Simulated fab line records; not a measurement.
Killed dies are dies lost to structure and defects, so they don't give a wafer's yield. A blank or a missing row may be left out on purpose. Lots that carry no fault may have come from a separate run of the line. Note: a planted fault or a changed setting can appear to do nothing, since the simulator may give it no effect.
A lot that was struck, set against a sound lot :: flow sky130 :: 36 out of 708 route steps
Sound: wafers L190.1, L190.4, L190.6. The struck wafers were L197.1, L197.2, L197.4. The cause is named last.
Order at every step that has rows: each side's tool, ch and its chambers, its first start. Under that, the readings that differ: sound wafers :: struck wafers :: difference of the means :: sigmas: that difference in standard deviations of wafers without a fault.
alike: same words and numbers on both sides, and readings whose means sit less than 2 such deviations apart. not compared: any withheld reading, any reading some wafer has no value for, any bound like >300 that may hide the same value, and any number with overlapping values for which the record gives no deviation.
A row with sigmas, a row that says differs or no value, or rows on one side alone: a step with any of these is where the two part. Non-overlapping numbers with no deviation appear without sigmas and do not part them. Lack of a reading on every wafer of one side parts them only where that side has two or more wafers.

first, 9 steps without rows for these wafers: SKY_VT_ADJUST_HVTP_COAT_02 (resist thk 1140 nm); SKY_VT_ADJUST_HVTP_SOFTBAKE_03 (time 60 s); SKY_VT_ADJUST_HVTP_EXPOSE_04 (exposes mask HVTPM, target cd 380 nm); SKY_VT_ADJUST_HVTP_PEB_05; SKY_VT_ADJUST_HVTP_DEVELOP_06 (develop time 60 s); SKY_VT_ADJUST_HVTP_IMPLANT_09; SKY_VT_ADJUST_HVTP_STRIP_10 (strips in O2/N2); SKY_VT_ADJUST_LVTN_DEHYDRATE_00 (time 60 s); SKY_VT_ADJUST_LVTN_HMDS_01 (prime time 60 s).
SKY_VT_ADJUST_LVTN_COAT_02: resist thk 3000 nm.
  sound on lithoTrack-01 ch 0, day 7 08:37; struck on lithoTrack-01 ch 0, day 9 14:22
reading: model.coat_of_VT_ADJUST_LVTN_COAT_02.thkNm (nm)
sound: 3004 3009 3009
struck: 2740 2745 2732
difference: -268
sigmas: 
  alike: chillPlateTempC
then, 3 steps without rows for these wafers: SKY_VT_ADJUST_LVTN_SOFTBAKE_03; SKY_VT_ADJUST_LVTN_EXPOSE_04 (exposes mask NWM COMPLEMENT LESS NATIVE, target cd 840 nm); SKY_VT_ADJUST_LVTN_PEB_05.
SKY_VT_ADJUST_LVTN_DEVELOP_06: develop time 60 s.
  sound: lithoTrack-02 ch 0; struck: lithoTrack-03 ch 0
reading: model.coat_of_VT_ADJUST_LVTN_COAT_02.thkNm (nm)
sound: 3000 3005 3004
struck: 2736 2741 2728
difference: -268
sigmas: 
  alike: chillPlateTempC
next, for these wafers, 1 step has no rows: SKY_VT_ADJUST_LVTN_IMPLANT_08.
SKY_VT_ADJUST_LVTN_STRIP_09: strips in O2/N2.
  sound on plasmaAsher-04 ch 0,1, day 7 18:50; struck on plasmaAsher-02 ch 0,1, day 10 01:22
reading: stripTimeToEndpointS (s)
sound: 36.95 37.02 37.02
struck: 33.96 34.01 33.87
difference: -3.05
sigmas: -32
  alike: chamberPressureMTorr, drypumpMotorCurrentA, oesProductAu
  not compared: rfHoursCounterH
then, 17 steps without rows for these wafers: SKY_VT_ADJUST_LVTN_DEHYDRATE_11 (time 60 s); SKY_VT_ADJUST_LVTN_HMDS_12 (prime time 60 s); SKY_VT_ADJUST_LVTN_COAT_13 (resist thk 1140 nm); SKY_VT_ADJUST_LVTN_SOFTBAKE_14 (time 60 s); SKY_VT_ADJUST_LVTN_EXPOSE_15 (exposes mask HVN STD DERIVED, target cd 600 nm); SKY_VT_ADJUST_LVTN_PEB_16; SKY_VT_ADJUST_LVTN_DEVELOP_17 (develop time 60 s); SKY_VT_ADJUST_LVTN_IMPLANT_19; SKY_VT_ADJUST_LVTN_STRIP_20 (strips in O2/N2); SKY_VT_ADJUST_NCORE_DEHYDRATE_00 (time 60 s); SKY_VT_ADJUST_NCORE_HMDS_01 (prime time 60 s); SKY_VT_ADJUST_NCORE_COAT_02 (resist thk 1140 nm); SKY_VT_ADJUST_NCORE_SOFTBAKE_03 (time 60 s); SKY_VT_ADJUST_NCORE_EXPOSE_04 (exposes mask LVTN COMPLEMENT THIN, target cd 380 nm); SKY_VT_ADJUST_NCORE_PEB_05; SKY_VT_ADJUST_NCORE_DEVELOP_06 (develop time 60 s); SKY_VT_ADJUST_NCORE_IMPLANT_09.
-- record jumps: 23 days separate the struck wafers' starts on either side; left off in module VT_ADJUST_NCORE, taken up again in module LI_CONTACT, whose first shown step is the route's number 376 --
SKY_LI_CONTACT_ETCH_14: etches BARC in N2/H2, stops on SiO2, time 45.9 s, target depth 60 nm.
  sound on rieDiel-04 ch 1,2,3, day 30 04:19; struck on rieDiel-04 ch 0,1,2, day 33 01:22
reading: model.LI_CONTACT.cdNm (nm)
sound: 170.8 170 169.7
struck: 172.6 171.5 173.5
difference: +2.4
sigmas: 
  alike: chamberPressureMTorr, drypumpMotorCurrentA, oesProductAu, rfFwdPowerW, throttleValvePct
  not compared: rfHoursCounterH
SKY_LI_CONTACT_ETCH_15: etches PSG in C4F8/O2/Ar, stops on Si, target depth 600 nm.
  sound on rieDiel-04 ch 1,2,3, day 30 04:22; struck on rieDiel-04 ch 0,1,2, day 33 01:25
reading: model.LI_CONTACT.cdNm (nm)
sound: 170.8 170.1 170.1
struck: 171.8 171.4 173.3
difference: +1.8
sigmas: 
  alike: chamberPressureMTorr, oesProductAu, rfFwdPowerW
-- record jumps: 16 days separate the struck wafers' starts on either side; left off in module LI_CONTACT, taken up again in module PAD_OPEN, whose first shown step is the route's number 708 --
SKY_PAD_OPEN_PROBE_99:
  only the struck wafers here have rows in the record (prober-01, day 48 16:34); the sound ones have none

== WHERE THEY PART ==
Last at SKY_PAD_OPEN_PROBE_99 as far as this record goes, first at SKY_VT_ADJUST_LVTN_STRIP_09.

WHY: the cause the simulator had injected
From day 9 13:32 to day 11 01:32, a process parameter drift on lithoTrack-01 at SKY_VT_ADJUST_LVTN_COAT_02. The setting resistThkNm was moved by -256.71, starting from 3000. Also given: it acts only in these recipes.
